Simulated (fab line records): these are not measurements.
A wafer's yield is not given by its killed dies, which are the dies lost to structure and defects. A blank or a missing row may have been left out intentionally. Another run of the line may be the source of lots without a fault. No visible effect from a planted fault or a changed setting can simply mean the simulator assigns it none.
Chamber matching ; flow gf180mcu ; GF_PASSIVATION_CVD_00 on pecvd-04: 3 sister chambers
The step deposits SiO2 from TEOS, target thk 1000 nm, time 111.95 s. 3 wafers are shown with their chamber, then 7 later ones without.

== WAFERS PAIRED WITH THEIR CHAMBERS ==
wafer;chamber;heater_power_w (W)
L719.2;1;866
L721.3;0;772
L721.4;2;574

== WAFERS MISSING THEIR CHAMBER ==
wafer;heater_power_w (W)
L721.5;821
L723.2;763
L723.3;505
L723.5;806
L732.2;825
L732.3;513
L732.4;590

== THE CHAMBER EACH PASSED THROUGH ==
wafer;from the rows above;in truth
L721.5;can't be placed: 1 or 0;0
L723.2;0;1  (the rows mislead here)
L723.3;2;2
L723.5;can't be placed: 0 or 1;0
L732.2;can't be placed: 1 or 0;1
L732.3;2;2
L732.4;2;2
Correct placement for 3 of the 7. Unplaceable from these rows: 3, with the true chamber sitting among the candidates in 3. Wrongly placed: 1.
How it was worked out, from the rows above alone: a wafer's distance from a chamber is the root of the sum, over the readings, of the square of ((its reading less the chamber's mean) divided by the reading's scatter). The wafer belongs to the nearest chamber; if the next one is less than 2 further off, it can't be placed. A chamber's mean is the mean of its shown wafers. The scatter (one wafer shown for each chamber): square how far every hidden wafer sits from the nearest shown wafer, average those squares and take the square root.
